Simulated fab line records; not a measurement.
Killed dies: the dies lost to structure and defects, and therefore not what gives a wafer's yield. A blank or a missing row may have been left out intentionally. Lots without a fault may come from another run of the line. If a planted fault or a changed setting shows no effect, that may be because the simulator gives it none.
fab line records	flow sky130	part 1 of 2: steps 1 to 43 of 44
record: lots: 6	wafers: 18	lastDay: 50
route steps=708 shown FIELD_ISO@13 NWELL@32 DNWELL@35 PWDE@45 SALICIDE@361 PAD_OPEN@708
lots that met no fault: from a run of the same line without faults
startH: hours from the record's first day to the start of the lot's first wafer shown	waitH: hours since the lot's step before	" same as the row above	L1.1+2: a row that stands for several wafers	- no value, or no start given	* or withheld: withheld	< > ~ a bound
route shown NAME@n: a module of which the file shows steps, and the number in the route of the first	usual: average and standard deviation across the fault-free wafers	same: alike in all rows	chamber/n: place in a boat	sites: readings site by site	_std_site: standard deviation across them	_edge_site: inner sites' mean taken away from outer sites' mean	radiusMm: how far each site lies from the wafer's centre	mask NAME#n: copy n	behind: the most recent tool/chamber to have shaped the wafer	hold: cause of the lot's hold/its duration in hours/its outcome	device: names the non-switching transistor (n, p or np)	end of line: tests of these same wafers at the route's end	a step given without rows: its recipe and nothing more	killed: count of dies lost to structure and defects at first sort (not the wafer's yield)	map: shows each die of a wafer: x if killed, . if not, _ if none is there
set.NAME: the run value of the setting; set.NAME@STEP: its run value at that earlier step	model.NAME: the simulator's own value behind a step, which no gauge read
lots at selected steps of the route; one table per step, one row per wafer
services: the hour from which a tool's chamber was out of use, counted from the record's first day as startH (under 0 if before that day), plus the number of hours and why
== steps ==
step: SKY_FIELD_ISO_DEVELOP_12
recipe: developTimeS: 60	resist: KrF-thick	devTempC: 21
step: SKY_FIELD_ISO_CD_MEAS_13
recipe: targetCdNm: 150
usual: cdNm: 150.2/1.6
lot.wafer	tool	chamber	startH	waitH	cdNm
L371.3	cdSem-02	-	49.08	-	151.6
L371.4	"	-	"	"	151.6
L371.5	"	-	"	"	151.1
L374.2	cdSem-02	-	66.73	-	148.0
L374.4	"	-	"	"	149.0
L374.6	"	-	"	"	146.8
L376.2	cdSem-02	-	75.24	-	149.8
L376.4	"	-	"	"	148.1
L376.5	"	-	"	"	147.5
L377.1	cdSem-02	-	79.12	-	150.1
L377.5	"	-	"	"	148.3
L377.6	"	-	"	"	149.6
L385.2	cdSem-02	-	122.43	-	151.6
L385.3	"	-	"	"	151.8
L385.4	"	-	"	"	152.3
L389.1	cdSem-01	-	143.07	-	152.5
L389.2	"	-	"	"	150.4
L389.6	"	-	"	"	152.1
step: SKY_FIELD_ISO_ETCH_14
recipe: chemistry: N2/H2	target: BARC	ionEnergyEv: 200	sourceW: 500	biasW: 100	pressureMtorr: 30	n2FlowSccm: 100	h2FlowSccm: 200	stopOn: SiO2	timeS: 45.9	targetDepthA: 600
usual: drypumpMotorCurrentA: 5.7/0.52	oesProductAu: 0.854/0.0044	throttleValvePct: 13.224/0.0094
lot.wafer	tool	chamber	startH	waitH	drypumpMotorCurrentA	oesProductAu	rfHoursCounterH	throttleValvePct
L371.3	rieDiel-03	3	49.16	0.1	6.0	0.850	106	13.213
L371.4	"	0	"	"	5.7	0.846	162	13.220
L371.5	"	2	"	"	4.8	0.854	-	13.229
L374.2	rieDiel-04	2	66.83	0.1	5.6	0.851	21	13.219
L374.4	"	1	"	"	5.6	0.851	157	13.235
L374.6	"	0	"	"	6.4	0.856	-	13.241
L376.2	rieDiel-02	1	75.34	0.1	5.9	0.858	148	13.215
L376.4	"	0	"	"	6.3	0.861	162	13.215
L376.5	"	1	"	"	5.9	0.858	-	13.228
L377.1	rieDiel-04	0	79.24	0.1	6.4	0.857	32	13.216
L377.5	"	0	"	"	6.4	0.849	-	13.224
L377.6	"	1	"	"	5.6	0.857	-	13.225
L385.2	rieDiel-04	0	122.53	0.1	6.3	0.852	32	13.223
L385.3	"	2	"	"	5.5	0.850	22	13.222
L385.4	"	2	"	"	5.6	0.847	-	13.240
L389.1	rieDiel-02	3	143.19	0.1	5.3	0.857	7	13.218
L389.2	"	0	"	"	6.3	0.851	0	13.230
L389.6	"	2	"	"	5.2	0.857	-	13.221
step: SKY_FIELD_ISO_ETCH_15
recipe: chemistry: CHF3/O2	targetDepthNm: 180	stopOn: Si	sourceW: 600	biasW: 200	pressureMtorr: 40	chf3FlowSccm: 50	O2_flow_sccm: 5	timeS: 72
usual: drypumpMotorCurrentA: 5.7/0.52	oesProductAu: 0.948/0.007	throttleValvePct: 8.843/0.0096
lot.wafer	tool	chamber	startH	waitH	drypumpMotorCurrentA	oesProductAu	rfHoursCounterH	throttleValvePct
L371.3	rieDiel-03	3	49.20	0.0	6.0	0.936	106	8.843
L371.4	"	0	"	"	5.6	0.931	162	8.821
L371.5	"	2	"	"	4.8	0.939	-	8.843
L374.2	rieDiel-04	2	66.88	0.0	5.5	0.942	21	8.828
L374.4	"	1	"	"	5.6	0.954	157	8.857
L374.6	"	0	"	"	6.4	0.952	-	8.835
L376.2	rieDiel-02	1	75.38	0.0	6.0	0.943	148	8.839
L376.4	"	0	"	"	6.3	0.945	162	8.841
L376.5	"	1	"	"	5.9	0.944	-	8.847
L377.1	rieDiel-04	0	79.28	0.0	6.3	0.935	32	8.839
L377.5	"	0	"	"	6.4	0.947	-	8.850
L377.6	"	1	"	"	5.6	0.949	-	8.867
L385.2	rieDiel-04	0	122.57	0.0	6.4	0.950	32	8.832
L385.3	"	2	"	"	5.6	0.943	22	8.849
L385.4	"	2	"	"	5.5	0.955	-	8.836
L389.1	rieDiel-02	3	143.23	0.0	5.3	0.956	7	8.828
L389.2	"	0	"	"	6.2	0.954	0	8.863
L389.6	"	2	"	"	5.2	0.945	-	8.853
step: SKY_FIELD_ISO_STRIP_16
recipe: chemistry: O2/N2	powerW: 1400	pressureMtorr: 1500	platenTempC: withheld	o2FlowSccm: 3000	n2FlowSccm: 300	overashFraction: 0.5
usual: drypumpMotorCurrentA: 5.7/0.41	oesProductAu: 0.378/0.0047	stripTimeToEndpointS: 3.54/0.035
lot.wafer	tool	chamber	startH	waitH	drypumpMotorCurrentA	oesProductAu	rfHoursCounterH	stripTimeToEndpointS
L371.3	plasmaAsher-04	0	49.29	0.1	4.8	0.367	-	3.56
L371.4	"	1	"	"	5.8	0.381	-	3.54
L371.5	"	0	"	"	4.8	0.375	-	3.55
L374.2	plasmaAsher-02	0	66.93	0.0	6.0	0.386	24	3.56
L374.4	"	0	"	"	6.0	0.381	-	3.53
L374.6	"	0	"	"	6.0	0.379	-	3.48
L376.2	plasmaAsher-02	1	75.44	0.0	5.5	0.378	25	3.50
L376.4	"	0	"	"	6.0	0.378	-	3.51
L376.5	"	0	"	"	6.0	0.377	-	3.51
L377.1	plasmaAsher-01	0	79.34	0.0	5.9	0.368	40	3.47
L377.5	"	1	"	"	5.9	0.375	-	3.48
L377.6	"	0	"	"	5.9	0.370	-	3.52
L385.2	plasmaAsher-04	1	122.63	0.0	5.9	0.378	42	3.47
L385.3	"	1	"	"	5.9	0.381	-	3.56
L385.4	"	0	"	"	4.8	0.386	-	3.57
L389.1	plasmaAsher-02	0	143.29	0.0	6.0	0.373	32	3.56
L389.2	"	1	"	"	5.5	0.372	32	3.56
L389.6	"	0	"	"	6.0	0.379	-	3.55
step: SKY_FIELD_ISO_ETCH_17
recipe: targetDepthA: 3420	maskMaterial: Si3N4	chemistry: HBr/Cl2/O2	target: Si	taperDeg: 5	icpW: 600	biasW: 150	pressureMtorr: 15	HBr_flow_sccm: 150	Cl2_flow_sccm: 40	O2_flow_sccm: 6	timeS: 97.7
usual: drypumpMotorCurrentA: 5.9/0.4	oesProductAu: 1.008/0.013	throttleValvePct: 25.651/0.012
lot.wafer	tool	chamber	startH	waitH	drypumpMotorCurrentA	oesProductAu	rfHoursCounterH	throttleValvePct
L371.3	rieSi-02	0	49.35	0.0	5.4	1.005	102	25.655
L371.4	"	3	"	"	5.5	1.022	29	25.637
L371.5	"	0	"	"	5.4	1.002	-	25.659
L374.2	rieSi-01	1	67.03	0.1	6.1	0.994	1	25.647
L374.4	"	2	"	"	5.8	1.005	1	25.651
L374.6	"	0	"	"	5.5	0.985	-	25.663
L376.2	rieSi-02	1	75.54	0.1	5.7	1.024	126	25.639
L376.4	"	0	"	"	5.3	1.005	102	25.642
L376.5	"	1	"	"	5.7	1.018	-	25.655
L377.1	rieSi-01	2	79.44	0.1	5.8	1.010	1	25.663
L377.5	"	1	"	"	6.2	0.998	-	25.641
L377.6	"	2	"	"	5.8	1.010	-	25.662
L385.2	rieSi-01	0	122.73	0.1	5.5	0.992	1	25.658
L385.3	"	2	"	"	5.8	1.018	1	25.648
L385.4	"	3	"	"	6.4	1.018	-	25.639
L389.1	rieSi-01	2	143.39	0.1	5.8	1.016	2	25.652
L389.2	"	3	"	"	6.5	1.010	2	25.634
L389.6	"	1	"	"	6.2	1.008	-	25.639
step: SKY_FIELD_ISO_WET_ETCH_18
recipe: chemistry: H3PO4	targetDepthNm: 25	tempC: 160	target: Si3N4	timeS: 286
step: SKY_FIELD_ISO_CLEAN_19
recipe: chemistry: SC1/SC2	mix: 1:4:20	tempC: 70	timeS: 150
step: SKY_FIELD_ISO_CLEAN_20
recipe: chemistry: dHF	timeS: 20	dilution: 100:1
step: SKY_FIELD_ISO_WET_ETCH_21
recipe: chemistry: dHF	dilution: 100:1	targetDepthNm: 20	dry: ipaMarangoni	target: SiO2	tempC: 25	timeS: 400
step: SKY_FIELD_ISO_OXIDATION_22
recipe: tempC: 950	ambient: O2	stabiliseS: 600	purgeS: 300	targetThkA: 100	oxTimeS: 623
step: SKY_FIELD_ISO_THK_MEAS_23
recipe: reads: SiO2_of_FIELD_ISO_OXIDATION_22
usual: FIELD_ISO_OXIDATION_01_THK: 10.04/0.21
lot.wafer	tool	chamber	startH	waitH	FIELD_ISO_OXIDATION_01_THK[nm]
L371.3	filmMetro-02	-	50.89	0.0	10.02
L371.4	"	-	"	"	9.89
L371.5	"	-	"	"	9.98
L374.2	filmMetro-04	-	68.56	0.0	9.65
L374.4	"	-	"	"	9.80
L374.6	"	-	"	"	9.87
L376.2	filmMetro-02	-	77.31	0.0	9.82
L376.4	"	-	"	"	9.89
L376.5	"	-	"	"	10.11
L377.1	filmMetro-02	-	81.40	0.0	9.93
L377.5	"	-	"	"	9.88
L377.6	"	-	"	"	10.00
L385.2	filmMetro-01	-	125.04	0.0	9.90
L385.3	"	-	"	"	9.97
L385.4	"	-	"	"	9.87
L389.1	filmMetro-02	-	145.34	0.0	9.86
L389.2	"	-	"	"	9.85
L389.6	"	-	"	"	9.80
step: SKY_FIELD_ISO_CVD_24
recipe: material: SiO2	targetThkNm: 595	tempC: 650	sigmaOpenFrac: 0.3	timeS: 99.2	sih4FlowSccm: 60	pressureMtorr: 6
usual: sih4FlowSccm: 59.98/0.15	susceptorTempC: 650.0/0.32
lot.wafer	tool	chamber	startH	waitH	sih4FlowSccm	susceptorTempC	model.SiO2_of_FIELD_ISO_CVD_24.thkNm
L371.3	hdpcvd-01	2	50.93	0.0	59.80	650.4	598.1
L371.4	"	2	"	"	60.01	650.0	595.2
L371.5	"	0	"	"	59.87	650.0	609.3
L374.2	hdpcvd-01	1	68.61	0.0	59.84	649.3	595.6
L374.4	"	0	"	"	60.03	650.1	603.8
L374.6	"	1	"	"	60.11	649.9	599.1
L376.2	hdpcvd-01	0	77.36	0.0	60.04	649.4	614.2
L376.4	"	1	"	"	59.95	650.1	424.7
L376.5	"	2	"	"	59.88	649.6	438
L377.1	hdpcvd-01	1	81.46	0.1	59.81	650.2	590.3
L377.5	"	0	"	"	59.75	649.8	436.9
L377.6	"	2	"	"	60.16	649.7	594.3
L385.2	hdpcvd-02	1	125.09	0.0	59.70	650.0	587.6
L385.3	"	0	"	"	60.07	650.0	592.5
L385.4	"	1	"	"	59.83	649.8	592.4
L389.1	hdpcvd-02	1	145.40	0.1	60.09	649.7	589.9
L389.2	"	0	"	"	60.02	650.0	593.8
L389.6	"	2	"	"	59.93	650.1	591.9
step: SKY_FIELD_ISO_THK_MEAS_25
recipe: reads: SiO2_of_FIELD_ISO_CVD_24
usual: FIELD_ISO_CVD_24_THK: 595/7.6
lot.wafer	tool	chamber	startH	waitH	FIELD_ISO_CVD_24_THK[nm]
L371.3	filmMetro-04	-	51.02	0.1	598
L371.4	"	-	"	"	595
L371.5	"	-	"	"	609
L374.2	filmMetro-01	-	68.70	0.0	596
L374.4	"	-	"	"	603
L374.6	"	-	"	"	599
L376.2	filmMetro-01	-	77.44	0.0	614
L376.4	"	-	"	"	424
L376.5	"	-	"	"	438
L377.1	filmMetro-01	-	81.53	0.0	590
L377.5	"	-	"	"	437
L377.6	"	-	"	"	594
L385.2	filmMetro-04	-	125.17	0.0	587
L385.3	"	-	"	"	593
L385.4	"	-	"	"	592
L389.1	filmMetro-01	-	145.47	0.0	590
L389.2	"	-	"	"	594
L389.6	"	-	"	"	592
step: SKY_FIELD_ISO_ANNEAL_26
recipe: tempC: 1000	timeS: 1800	ambient: N2
step: SKY_FIELD_ISO_CMP_27
recipe: stopOn: Si3N4	tOverpolishS: 16	downForcePsi: 4	platenRpm: 60	targetThkNm: 457.8	padVelocityMS: 0.94248
usual: edgeZonePressureFrac: 1.000/0.0049	motorCurrentA: 12.6/1.3	timeToEndpointS: 112/4.2
lot.wafer	tool	chamber	startH	waitH	edgeZonePressureFrac	motorCurrentA	timeToEndpointS
L371.3	cmp-01	2	55.72	0.1	1.002	14.5	111
L371.4	"	3	"	"	1.000	12.6	109
L371.5	"	0	"	"	1.001	13.2	119
L374.2	cmp-01	1	70.30	0.1	0.998	11.7	106
L374.4	"	3	"	"	0.994	11.8	109
L374.6	"	0	"	"	0.999	13.7	115
L376.2	cmp-01	2	79.07	0.1	0.996	14.8	112
L376.4	"	3	"	"	1.006	12.2	81
L376.5	"	2	"	"	0.998	15.5	80
L377.1	cmp-02	0	84.34	0.1	1.001	11.4	110
L377.6	"	2	"	"	0.997	13.3	116
L377.5	"	3	"	"	0.995	12.6	87
L385.3	cmp-02	2	127.91	0.0	0.994	13.7	105
L385.2	"	0	"	"	0.990	11.4	107
L385.4	"	1	"	"	1.006	12.5	111
L389.1	cmp-01	0	147.03	0.0	1.003	13.3	116
L389.2	"	3	"	"	0.999	11.9	108
L389.6	"	0	"	"	1.004	13.7	113
step: SKY_FIELD_ISO_WET_ETCH_28
recipe: chemistry: dHF	targetDepthNm: 23.7	target: SiO2	dilution: 10:1	tempC: 25	timeS: 47
step: SKY_FIELD_ISO_WET_ETCH_29
recipe: chemistry: H3PO4	targetDepthNm: 160	target: Si3N4	tempC: 160	timeS: 1825
step: SKY_FIELD_ISO_WET_ETCH_30
recipe: chemistry: dHF	targetDepthNm: 25	target: SiO2	dilution: 10:1	tempC: 25	timeS: 50
step: SKY_NWELL_CLEAN_00
recipe: chemistry: SC1/SC2	mix: 1:4:20	tempC: 70	timeS: 150	dry: n2Spin
step: SKY_NWELL_OXIDATION_01
recipe: tempC: 900	ambient: O2	stabiliseS: 600	purgeS: 300	targetThkA: 100	oxTimeS: 1418
step: SKY_NWELL_THK_MEAS_02
recipe: reads: SiO2_of_NWELL_OXIDATION_01
usual: NWELL_OXIDATION_THK: 10.09/0.2
lot.wafer	tool	chamber	startH	waitH	NWELL_OXIDATION_THK[nm]
L371.3	filmMetro-03	-	58.44	0.0	9.83
L371.4	"	-	"	"	9.95
L371.5	"	-	"	"	10.00
L374.2	filmMetro-01	-	74.60	0.0	9.66
L374.4	"	-	"	"	9.55
L374.6	"	-	"	"	9.68
L376.2	filmMetro-03	-	81.34	0.0	10.29
L376.4	"	-	"	"	10.21
L376.5	"	-	"	"	10.21
L377.1	filmMetro-03	-	87.75	0.0	9.91
L377.5	"	-	"	"	9.90
L377.6	"	-	"	"	9.73
L385.2	filmMetro-04	-	130.85	0.0	10.29
L385.3	"	-	"	"	10.03
L385.4	"	-	"	"	10.00
L389.1	filmMetro-03	-	149.68	0.0	10.38
L389.2	"	-	"	"	10.18
L389.6	"	-	"	"	10.19
step: SKY_DNWELL_DEHYDRATE_00
recipe: tempC: 200	timeS: 60
step: SKY_DNWELL_HMDS_01
recipe: primeTimeS: 60	primeTempC: 120
step: SKY_DNWELL_COAT_02
recipe: spinRpm: 2000	resistThkNm: 3000
step: SKY_DNWELL_SOFTBAKE_03
recipe: tempC: 110	timeS: withheld
step: SKY_DNWELL_EXPOSE_04
recipe: maskId: DNM	na: 0.57	targetCdNm: 3000	doseMj: 222
step: SKY_DNWELL_PEB_05
recipe: tempC: 115	timeS: withheld
step: SKY_DNWELL_DEVELOP_06
recipe: wallAngleDeg: 90	developer: TMAH	developTimeS: 60	devTempC: 23
step: SKY_DNWELL_IMPLANT_07
recipe: species: P	energyKev: withheld	doseCm2: withheld	tiltDeg: withheld
step: SKY_DNWELL_STRIP_08
recipe: chemistry: O2/N2	powerW: 1400	pressureMtorr: 1500	platenTempC: withheld	o2FlowSccm: 3000	n2FlowSccm: 300	overashFraction: 0.5
usual: drypumpMotorCurrentA: 5.83/0.17	oesProductAu: 0.723/0.0048	stripTimeToEndpointS: 36.86/0.11
lot.wafer	tool	chamber	startH	waitH	drypumpMotorCurrentA	oesProductAu	rfHoursCounterH	stripTimeToEndpointS
L371.3	plasmaAsher-01	1	74.91	0.1	5.93	0.726	-	36.78
L371.4	"	0	"	"	5.93	0.719	-	36.79
L371.5	"	0	"	"	5.93	0.723	-	36.69
L374.2	plasmaAsher-02	1	91.29	0.1	5.56	0.724	27	36.85
L374.4	"	1	"	"	5.57	0.720	-	36.78
L374.6	"	1	"	"	5.55	0.723	-	36.88
L376.2	plasmaAsher-03	1	98.78	0.1	5.64	0.716	42	36.84
L376.4	"	0	"	"	5.98	0.731	-	37.03
L376.5	"	1	"	"	5.65	0.722	-	36.84
L377.1	plasmaAsher-02	1	105.91	0.1	5.57	0.718	28	36.85
L377.5	"	0	"	"	5.98	0.734	-	36.86
L377.6	"	1	"	"	5.56	0.713	-	36.73
L385.2	plasmaAsher-01	1	150.73	0.1	5.88	0.724	3	37.02
L385.3	"	1	"	"	5.94	0.727	-	36.87
L385.4	"	0	"	"	5.93	0.725	-	36.97
L389.1	plasmaAsher-03	1	169.71	0.1	5.63	0.717	50	36.74
L389.2	"	0	"	"	5.99	0.717	50	36.82
L389.6	"	1	"	"	5.63	0.725	-	36.81
step: SKY_DNWELL_TW_MEAS_09
usual: DNWELL_TW: 1111/9
lot.wafer	tool	chamber	startH	waitH	DNWELL_TW
L371.3	filmMetro-03	-	75.00	0.1	1123
L371.4	"	-	"	"	1121
L371.5	"	-	"	"	1127
L374.2	filmMetro-04	-	91.40	0.1	1093
L374.4	"	-	"	"	1094
L374.6	"	-	"	"	1097
L376.2	filmMetro-04	-	98.89	0.1	1111
L376.4	"	-	"	"	1106
L376.5	"	-	"	"	1110
L377.1	filmMetro-04	-	106.01	0.1	1105
L377.5	"	-	"	"	1110
L377.6	"	-	"	"	1097
L385.2	filmMetro-04	-	150.84	0.1	1096
L385.3	"	-	"	"	1105
L385.4	"	-	"	"	1107
L389.1	filmMetro-04	-	169.81	0.1	1110
L389.2	"	-	"	"	1106
L389.6	"	-	"	"	1108
step: SKY_PWDE_DEHYDRATE_00
recipe: tempC: 200	timeS: 60
step: SKY_PWDE_HMDS_01
recipe: primeTimeS: 60	primeTempC: 120
step: SKY_PWDE_COAT_02
recipe: spinRpm: 2000	resistThkNm: 3000
step: SKY_PWDE_SOFTBAKE_03
recipe: tempC: 110	timeS: withheld
step: SKY_PWDE_EXPOSE_04
recipe: maskId: PWDEM	na: 0.6	sourceShape: conventional	sigmaOuter: 0.6	polarization: unpolarized	targetCdNm: 840	doseMj: 214
step: SKY_PWDE_PEB_05
recipe: tempC: 115	timeS: withheld
step: SKY_PWDE_DEVELOP_06
recipe: wallAngleDeg: 90	developer: TMAH	developTimeS: 60	devTempC: 23
step: SKY_PWDE_OVL_MEAS_07
usual: PWDE_OVL: 2.2/1.3
lot.wafer	tool	chamber	startH	waitH	PWDE_OVL[nm]
L371.3	overlay-01	-	92.15	-	2.8
L371.4	"	-	"	"	0.6
L371.5	"	-	"	"	0.2
L374.2	overlay-01	-	108.68	-	2.0
L374.4	"	-	"	"	1.2
L374.6	"	-	"	"	0.9
L376.2	overlay-01	-	117.07	-	3.8
L376.4	"	-	"	"	1.8
L376.5	"	-	"	"	4.3
L377.1	overlay-02	-	124.39	-	4.3
L377.5	"	-	"	"	4.2
L377.6	"	-	"	"	7.0
L385.2	overlay-01	-	170.57	-	2.1
L385.3	"	-	"	"	0.6
L385.4	"	-	"	"	-0.8
L389.1	overlay-01	-	189.94	-	0.7
L389.2	"	-	"	"	-0.2
L389.6	"	-	"	"	-0.1
step: SKY_PWDE_IMPLANT_08
recipe: species: B	energyKev: 150	doseCm2: 3.6e+12	tiltDeg: withheld
step: SKY_PWDE_STRIP_09
recipe: chemistry: O2/N2	powerW: 1400	pressureMtorr: 1500	platenTempC: withheld	o2FlowSccm: 3000	n2FlowSccm: 300	overashFraction: 0.5
step: SKY_SALICIDE_CLEAN_00
recipe: chemistry: HF-last	timeS: 30	dilution: 100:1	dry: ipaMarangoni
lot.wafer	tool	chamber	startH	waitH	model.SiO2_of_FIELD_ISO_CVD_24.thkNm
L371.3	wetBench-01	2	685.52	0.1	358.5
L371.4	"	2	"	"	357
L371.5	"	2	"	"	360.1
L374.2	wetBench-04	0	701.77	0.1	357.4
L374.4	"	0	"	"	357.7
L374.6	"	0	"	"	358.3
L376.2	wetBench-04	2	719.12	0.1	359.3
L376.4	"	2	"	"	325.7
L376.5	"	2	"	"	338.9
L377.1	wetBench-03	3	727.09	0.1	359.6
L377.5	"	3	"	"	337.8
L377.6	"	3	"	"	360.3
L385.2+3	wetBench-04	0	790.92	0.1	357.7
L385.4	"	0	"	"	358.1
L389.1	wetBench-01	1	817.58	0.1	358.8
L389.2	"	1	"	"	358.4
L389.6	"	1	"	"	358.3
== key ==
firstSign: step: SKY_FIELD_ISO_THK_MEAS_25	reading: FIELD_ISO_CVD_24_THK	direction: down	sigmas: 21	usual: 595	struck: 433
effect: step: SKY_FIELD_ISO_CMP_27	reading: timeToEndpointS	direction: down	sigmas: 7	usual: *	struck: *
modelEffect: step: SKY_FIELD_ISO_CVD_24	value: SiO2_of_FIELD_ISO_CVD_24.thkNm	without: 599.9	struck: 433.2
modelEffect: step: SKY_SALICIDE_CLEAN_00	value: SiO2_of_FIELD_ISO_CVD_24.thkNm	without: 358.6	struck: 334.1
modelEffect: step: SKY_PAD_OPEN_PROBE_99	value: etest.res_p_drift_20v.lineOhmUm	without: 1.158e+04	struck: 1.018e+04
metAt SKY_FIELD_ISO_CVD_24
struckWafers L376.4,L376.5,L377.5
testerLeftOut L376,L377
onsetBetween 68.61 77.36
fault: kind: processParameterDrift	tool: hdpcvd-01	chamber: -	onsetH: 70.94	steps: SKY_FIELD_ISO_CVD_24	channel: targetThkNm	offset: -166.7	shape: step	endH: 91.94	scope: struckWafersOnly	actsIn: theseRecipesOnly	stated: 595
testerLeftOut: of these lots the tester's yield and bins aren't shown, on N5 and GAA mostly nor the transistor test; their killed dies are dies lost to structure and defects alone, not to doping, threshold or leakage, so they don't give the yield
